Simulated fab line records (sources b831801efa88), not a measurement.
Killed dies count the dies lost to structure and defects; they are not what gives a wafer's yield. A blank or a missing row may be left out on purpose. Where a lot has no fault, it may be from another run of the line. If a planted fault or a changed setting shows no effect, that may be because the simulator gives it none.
Split-lot experiment + flow gf180mcu + 23 wafers read across 5 lots, on a route 602 steps long

== THE SPLIT ITSELF ==
At GF_V2_CVD_23 (deposits W, target thk 350 nm, time 104.94 s), the setting pressure-torr was moved away from the recipe's 40 Torr on 20 of the 23 wafers read, by -14.5% to +13.5%. All remaining wafers had this setting at the recipe value.

No step appears in the file between the split and the reading.

== THE READING ==
V2_W_RS (ohm/sq), read at GF_V2_RS_MEAS_24 with a four-point probe. Typical for fault-free wafers on this fab line: 0.3295 ohm/sq, with standard deviation 0.003 ohm/sq.

| wafer  | tool, chamber at the split | pressure-torr as run, Torr | against the recipe | V2_W_RS, ohm/sq | against lot-mates on the recipe |
|--------|----------------------------|----------------------------|--------------------|-----------------|---------------------------------|
| L077.1 | cvd-w-01, 1                | 34.18                      | -14.5%             | 0.3601          | no lot-mate on the recipe       |
| L077.2 | cvd-w-01, 0                | 34.18                      | -14.5%             | 0.3557          | no lot-mate on the recipe       |
| L077.3 | cvd-w-01, 0                | 34.18                      | -14.5%             | 0.3567          | no lot-mate on the recipe       |
| L077.5 | cvd-w-01, 1                | 34.18                      | -14.5%             | 0.3565          | no lot-mate on the recipe       |
| L077.6 | cvd-w-01, 0                | 34.18                      | -14.5%             | 0.3548          | no lot-mate on the recipe       |
| L078.1 | cvd-w-02, 1                | 43.13                      | +7.8%              | 0.3222          | no lot-mate on the recipe       |
| L078.2 | cvd-w-02, 0                | 43.13                      | +7.8%              | 0.3177          | no lot-mate on the recipe       |
| L078.3 | cvd-w-02, 1                | 43.13                      | +7.8%              | 0.3198          | no lot-mate on the recipe       |
| L078.5 | cvd-w-02, 0                | 43.13                      | +7.8%              | 0.3196          | no lot-mate on the recipe       |
| L078.6 | cvd-w-02, 1                | 43.13                      | +7.8%              | 0.3225          | no lot-mate on the recipe       |
| L079.1 | cvd-w-02, 1                | 40                         | recipe             | 0.3270          | -                               |
| L079.4 | cvd-w-02, 0                | 40                         | recipe             | 0.3261          | -                               |
| L079.6 | cvd-w-02, 1                | 40                         | recipe             | 0.3278          | -                               |
| L082.1 | cvd-w-02, 1                | 45.39                      | +13.5%             | 0.3146          | no lot-mate on the recipe       |
| L082.2 | cvd-w-02, 0                | 45.39                      | +13.5%             | 0.3127          | no lot-mate on the recipe       |
| L082.3 | cvd-w-02, 0                | 45.39                      | +13.5%             | 0.3093          | no lot-mate on the recipe       |
| L082.5 | cvd-w-02, 0,1              | 45.39                      | +13.5%             | 0.3127          | no lot-mate on the recipe       |
| L082.6 | cvd-w-02, 0,1              | 45.39                      | +13.5%             | 0.3128          | no lot-mate on the recipe       |
| L084.1 | cvd-w-02, 1                | 42.96                      | +7.4%              | 0.3160          | no lot-mate on the recipe       |
| L084.2 | cvd-w-02, 0                | 42.96                      | +7.4%              | 0.3132          | no lot-mate on the recipe       |
| L084.4 | cvd-w-02, 0                | 42.96                      | +7.4%              | 0.3191          | no lot-mate on the recipe       |
| L084.5 | cvd-w-02, 0                | 42.96                      | +7.4%              | 0.3172          | no lot-mate on the recipe       |
| L084.6 | cvd-w-02, 1                | 42.96                      | +7.4%              | 0.3159          | no lot-mate on the recipe       |
When a row names more than one chamber, that row covers several wafers, and the file does not tell which wafer ran in which chamber.

THE FIT
A straight line over all 23 wafers: V2_W_RS changes by -0.00162 ohm/sq for each +1% of pressure-torr; r = -0.98; the points scatter about the line by 0.0034 ohm/sq.
Too few moved wafers have a lot-mate on the recipe to fit a line with each lot's own level taken away.

== THE WHOLE CHAIN: every reading that the file lists as answering this split, in the file's order ==
| step             | what it does                                 | reading                                                                | change (the file's fit)              | r (the file's) |
|------------------|----------------------------------------------|------------------------------------------------------------------------|--------------------------------------|----------------|
| GF_V2_CVD_23     | deposits W, target thk 350 nm, time 104.94 s | W_of_V2_CVD_23.thk-nm (the simulator's own value, which no gauge read) | +1.63 nm for each +1% of the setting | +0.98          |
| GF_V2_RS_MEAS_24 | measures by four-point-probe                 | V2_W_RS                                                                | -0.00162 for each +1% of the setting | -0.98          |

== THE FILE'S OWN FIT ==
V2_W_RS changes by -0.00162 ohm/sq for each +1% of pressure-torr, r = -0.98.
